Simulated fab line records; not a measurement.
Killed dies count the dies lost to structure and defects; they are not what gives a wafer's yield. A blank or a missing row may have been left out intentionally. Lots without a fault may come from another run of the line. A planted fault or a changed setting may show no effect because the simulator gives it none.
fab line records -- flow gf180mcu -- part 2 of 2: steps 28 to 37 of 37
record lots=5, wafers=15, last-day=33
route steps=602 shown PSD@256 NSD@262 SAB@264 SALICIDE@278 CONTACT@287
lots that met no fault: taken from a fault-free run of the same line
start-h: start of the lot's first displayed wafer, in hours after the record's first day -- wait-h: hours from the lot's prior step to this one -- " unchanged from the row above -- L1.1+2: a row that stands for several wafers -- - either no value or no given start -- * or withheld: withheld -- < > ~ a bound
route shown NAME@n: NAME is a module with steps in the file, n the number in the route of the first one -- usual: mean/standard deviation of fault-free wafers -- same: alike in all rows -- chamber/n: place in a boat -- sites: per-site readings -- _std_site: their standard deviation -- _edge_site: mean of outer sites minus mean of inner sites -- radius-mm: how far each site lies from the wafer's centre -- mask NAME#n: copy n -- behind: the last tool/chamber to shape the wafer -- hold: why the lot went on hold/how many hours it stayed there/how the hold came to an end -- device: the transistor (n, p or np) that didn't switch -- end of line: the route-end tests of the same wafers -- where a step has no rows: the recipe by itself -- killed: at the first sort, the dies lost to defects and structure; wafer yield is something else -- map: the dies of a wafer, with x for killed, . for not killed, _ for no die there
set.NAME: the run value of the setting; set.NAME@STEP: its run value at that earlier step -- model.NAME: the simulator's own value behind a step, which no gauge read
lots at selected steps of the route; one table per step, one row per wafer
services: a tool's chamber out of use, with start hour (start-h, from the record's first day; less than 0 if before it), hours out, and reason
## steps
# step GF_SALICIDE_THK_MEAS_05
# recipe thk-meas-gauge=xrf, reads=TiN_of_SALICIDE_SPUTTER_03
# usual SALICIDE_TIN_THK=19.96/0.23
lot.wafer,tool,chamber,start-h,wait-h,SALICIDE_TIN_THK[nm]
L081.1,film-metro-03,-,403.25,0.1,19.83
L081.3,film-metro-03,-,403.25,0.1,19.65
L081.5,film-metro-03,-,403.25,0.1,19.72
L085.1,film-metro-01,-,439.52,0.1,19.94
L085.4,film-metro-01,-,439.52,0.1,19.87
L085.5,film-metro-01,-,439.52,0.1,19.75
L089.1,film-metro-01,-,469.77,0.1,19.99
L089.3,film-metro-01,-,469.77,0.1,20.07
L089.5,film-metro-01,-,469.77,0.1,19.84
L093.3,film-metro-04,-,505.14,0.1,19.90
L093.4,film-metro-04,-,505.14,0.1,20.17
L093.5,film-metro-04,-,505.14,0.1,19.70
L094.1,film-metro-04,-,513.08,0.1,19.78
L094.3,film-metro-04,-,513.08,0.1,19.96
L094.6,film-metro-04,-,513.08,0.1,19.85
# step GF_SALICIDE_RTA_06
# recipe temp-c=530, time-s=30, ambient=N2
# usual lamp-power-pct=6.1/1.3, wafer_temp_C_max=532.1/0.51
lot.wafer,tool,chamber,start-h,wait-h,lamp-power-pct,wafer_temp_C_max
L081.1,rtp-anneal-02,0,403.31,0.1,7.3,532.5
L081.3,rtp-anneal-02,0,403.31,0.1,7.3,532.7
L081.5,rtp-anneal-02,0,403.31,0.1,7.3,532.7
L085.1,rtp-anneal-01,0,439.58,0.1,4.7,532.3
L085.4,rtp-anneal-01,0,439.58,0.1,4.7,531.9
L085.5,rtp-anneal-01,0,439.58,0.1,4.7,533.5
L089.1,rtp-anneal-01,0,469.83,0.1,4.7,531.9
L089.3,rtp-anneal-01,0,469.83,0.1,4.7,531.0
L089.5,rtp-anneal-01,0,469.83,0.1,4.7,531.8
L093.3,rtp-anneal-01,0,505.21,0.1,4.7,532.6
L093.4,rtp-anneal-01,0,505.21,0.1,4.7,532.7
L093.5,rtp-anneal-01,0,505.21,0.1,4.7,533.7
L094.1,rtp-anneal-02,0,513.14,0.1,7.3,531.8
L094.3,rtp-anneal-02,0,513.14,0.1,7.3,531.9
L094.6,rtp-anneal-02,0,513.14,0.1,7.3,531.3
# step GF_SALICIDE_WET_ETCH_07
# recipe chemistry=SPM, target-depth-nm=120, dry=n2-spin
lot.wafer,tool,chamber,start-h,wait-h
L081.1+3+5,wet-bench-03,0,403.41,0.1
L085.1+4+5,wet-bench-02,1,439.68,0.1
L089.1+3+5,wet-bench-01,0,469.93,0.1
L093.3+4+5,wet-bench-01,2,505.28,0.1
L094.1+3+6,wet-bench-03,1,513.24,0.1
# step GF_SALICIDE_RTA_08
# recipe temp-c=800, time-s=30, ambient=N2
# usual lamp-power-pct=16/3.6, wafer_temp_C_max=803.2/0.59
lot.wafer,tool,chamber,start-h,wait-h,lamp-power-pct,wafer_temp_C_max
L081.1,rtp-anneal-01,0,403.50,0.0,13,803.0
L081.3,rtp-anneal-01,0,403.50,0.0,13,802.7
L081.5,rtp-anneal-01,0,403.50,0.0,13,803.1
L085.1,rtp-anneal-02,0,439.78,0.0,20,803.6
L085.4,rtp-anneal-02,0,439.78,0.0,20,802.8
L085.5,rtp-anneal-02,0,439.78,0.0,20,803.4
L089.1,rtp-anneal-02,0,470.02,0.0,20,802.4
L089.3,rtp-anneal-02,0,470.02,0.0,20,802.2
L089.5,rtp-anneal-02,0,470.02,0.0,20,803.6
L093.3,rtp-anneal-01,0,505.40,0.0,13,802.6
L093.4,rtp-anneal-01,0,505.40,0.0,13,803.1
L093.5,rtp-anneal-01,0,505.40,0.0,13,803.9
L094.1,rtp-anneal-01,0,513.34,0.0,13,803.4
L094.3,rtp-anneal-01,0,513.34,0.0,13,802.4
L094.6,rtp-anneal-01,0,513.34,0.0,13,804.4
# step GF_CONTACT_CVD_00
# recipe material=SiO2, target-thk-nm=300, sigma-open-frac=0.3, temp-c=400, time-s=50, sih4-flow-sccm=60, pressure-mtorr=6
# usual pressure-mtorr=6.001/0.012
lot.wafer,tool,chamber,start-h,wait-h,pressure-mtorr
L081.1,hdpcvd-01,0,403.60,0.1,5.987
L081.3,hdpcvd-01,1,403.60,0.1,6.000
L081.5,hdpcvd-01,1,403.60,0.1,5.996
L085.1,hdpcvd-02,2,439.88,0.1,5.995
L085.4,hdpcvd-02,1,439.88,0.1,5.987
L085.5,hdpcvd-02,0,439.88,0.1,6.012
L089.1,hdpcvd-02,2,470.12,0.1,5.995
L089.3,hdpcvd-02,2,470.12,0.1,6.005
L089.5,hdpcvd-02,0,470.12,0.1,5.984
L093.3,hdpcvd-01,0,505.47,0.1,6.003
L093.4,hdpcvd-01,0,505.47,0.1,6.009
L093.5,hdpcvd-01,2,505.47,0.1,6.021
L094.1,hdpcvd-01,1,513.44,0.1,5.994
L094.3,hdpcvd-01,0,513.44,0.1,5.993
L094.6,hdpcvd-01,0,513.44,0.1,5.992
# step GF_CONTACT_THK_MEAS_01
# recipe reads=SiO2_of_CONTACT_CVD_00
# usual CONTACT_CVD_00_THK=299.7/2.5
lot.wafer,tool,chamber,start-h,wait-h,CONTACT_CVD_00_THK[nm]
L081.1,film-metro-03,-,403.64,0.0,301.0
L081.3,film-metro-03,-,403.64,0.0,300.8
L081.5,film-metro-03,-,403.64,0.0,304.1
L085.1,film-metro-04,-,439.92,0.0,297.5
L085.4,film-metro-04,-,439.92,0.0,304.8
L085.5,film-metro-04,-,439.92,0.0,300.4
L089.1,film-metro-04,-,470.18,0.0,301.0
L089.3,film-metro-04,-,470.18,0.0,299.9
L089.5,film-metro-04,-,470.18,0.0,300.3
L093.3,film-metro-03,-,505.53,0.0,302.8
L093.4,film-metro-03,-,505.53,0.0,302.6
L093.5,film-metro-03,-,505.53,0.0,299.9
L094.1,film-metro-02,-,513.49,0.0,299.5
L094.3,film-metro-02,-,513.49,0.0,297.3
L094.6,film-metro-02,-,513.49,0.0,301.2
# step GF_CONTACT_CVD_02
# recipe material=SiO2, target-thk-nm=860, precursor=TEOS, temp-c=400, time-s=95.992, rf-w=600
# usual heater-power-outer-w=384/67, heater-power-w=652/92
lot.wafer,tool,chamber,start-h,wait-h,heater-power-outer-w,heater-power-w
L081.1,pecvd-04,2,403.70,0.1,376,675
L081.3,pecvd-04,0,403.70,0.1,467,758
L081.5,pecvd-04,2,403.70,0.1,426,724
L085.1,pecvd-04,2,439.98,0.1,478,801
L085.4,pecvd-04,2,439.98,0.1,488,826
L085.5,pecvd-04,1,439.98,0.1,417,623
L089.1,pecvd-04,0,470.24,0.1,508,807
L089.3,pecvd-04,2,470.24,0.1,478,786
L089.5,pecvd-04,2,470.24,0.1,473,847
L093.3,pecvd-04,2,505.57,0.0,439,760
L093.4,pecvd-04,1,505.57,0.0,430,636
L093.5,pecvd-04,2,505.57,0.0,481,794
L094.1,pecvd-03,1,513.55,0.1,301,533
L094.3,pecvd-03,2,513.55,0.1,328,591
L094.6,pecvd-03,1,513.55,0.1,340,583
# step GF_CONTACT_THK_MEAS_03
# recipe reads=SiO2_of_CONTACT_CVD_02
# usual CONTACT_CVD_02_THK=860/11
lot.wafer,tool,chamber,start-h,wait-h,CONTACT_CVD_02_THK[nm]
L081.1,film-metro-04,-,403.77,0.0,846
L081.3,film-metro-04,-,403.77,0.0,841
L081.5,film-metro-04,-,403.77,0.0,857
L085.1,film-metro-03,-,440.05,0.0,856
L085.4,film-metro-03,-,440.05,0.0,867
L085.5,film-metro-03,-,440.05,0.0,873
L089.1,film-metro-04,-,470.31,0.0,849
L089.3,film-metro-04,-,470.31,0.0,849
L089.5,film-metro-04,-,470.31,0.0,878
L093.3,film-metro-02,-,505.66,0.1,866
L093.4,film-metro-02,-,505.66,0.1,876
L093.5,film-metro-02,-,505.66,0.1,866
L094.1,film-metro-03,-,513.62,0.0,850
L094.3,film-metro-03,-,513.62,0.0,850
L094.6,film-metro-03,-,513.62,0.0,860
# step GF_CONTACT_CMP_04
# recipe material=SiO2, down-force-psi=4, platen-rpm=60, pad-velocity-m-s=0.94248
# usual motor-current-A=11.8/0.96, time-to-endpoint-s=111/5.8
lot.wafer,tool,chamber,start-h,wait-h,motor-current-A,time-to-endpoint-s
L081.1,cmp-01,3,403.88,0.1,12.3,113
L081.3,cmp-01,0,403.88,0.1,12.1,106
L081.5,cmp-01,3,403.88,0.1,12.5,115
L085.1,cmp-01,0,440.21,0.1,11.9,106
L085.4,cmp-01,1,440.21,0.1,13.0,105
L085.5,cmp-01,0,440.21,0.1,12.1,115
L089.1,cmp-02,0,470.42,0.1,11.4,106
L089.3,cmp-02,1,470.42,0.1,12.1,107
L089.5,cmp-02,3,470.42,0.1,10.3,120
L093.3,cmp-01,2,505.70,0.0,10.5,106
L093.4,cmp-01,3,505.70,0.0,12.2,104
L093.5,cmp-01,3,505.70,0.0,11.9,105
L094.3,cmp-02,3,513.68,0.0,10.5,106
L094.1,cmp-02,2,513.68,0.0,13.2,112
L094.6,cmp-02,0,513.68,0.0,12.4,114
# step GF_CONTACT_BOW_MEAS_05
# recipe mode=bow
# usual CONTACT_BOW=65/6.4
lot.wafer,tool,chamber,start-h,wait-h,CONTACT_BOW[um]
L081.1,film-metro-04,-,404.13,0.2,61
L081.3,film-metro-04,-,404.13,0.2,62
L081.5,film-metro-04,-,404.13,0.2,64
L085.1,film-metro-03,-,440.46,0.2,63
L085.4,film-metro-03,-,440.46,0.2,78
L085.5,film-metro-03,-,440.46,0.2,66
L089.1,film-metro-02,-,470.67,0.2,68
L089.3,film-metro-02,-,470.67,0.2,62
L089.5,film-metro-02,-,470.67,0.2,59
L093.3,film-metro-04,-,506.04,0.3,64
L093.4,film-metro-04,-,506.04,0.3,69
L093.5,film-metro-04,-,506.04,0.3,70
L094.1,film-metro-02,-,513.98,0.1,53
L094.3,film-metro-02,-,513.98,0.1,58
L094.6,film-metro-02,-,513.98,0.1,67
## services
tool,chamber,start-h,hours,kind
pecvd-04,0,360.08,17.3,repair
hdpcvd-01,2,362.78,3.2,repair
pecvd-04,-,368.88,14.0,pm
iline-stepper-01,-,369.02,1.7,pm
pecvd-04,-,373.99,12.3,repair
pvd-sputter-02,-,381.10,1.7,repair
pecvd-04,-,386.33,0.8,pm
pvd-sputter-02,-,394.85,4.6,repair
hdpcvd-01,0,399.59,3.6,repair
cmp-01,-,404.13,4.0,pm
pvd-sputter-01,-,406.68,1.0,repair
pvd-sputter-02,-,407.13,5.5,repair
iline-stepper-01,-,430.20,8.9,pm
cmp-01,-,451.63,1.9,repair
plasma-asher-01,-,452.13,11.7,repair
iline-stepper-01,-,452.21,4.4,pm
cmp-01,-,456.58,6.2,pm
pecvd-01,-,458.09,2.8,pm
cmp-01,-,467.05,0.8,repair
wet-bench-03,-,468.18,2.2,repair
wet-bench-03,-,481.11,1.9,pm
pecvd-04,-,497.53,1.6,repair
wet-bench-03,-,498.71,1.8,repair
rtp-anneal-02,-,504.64,6.2,pm
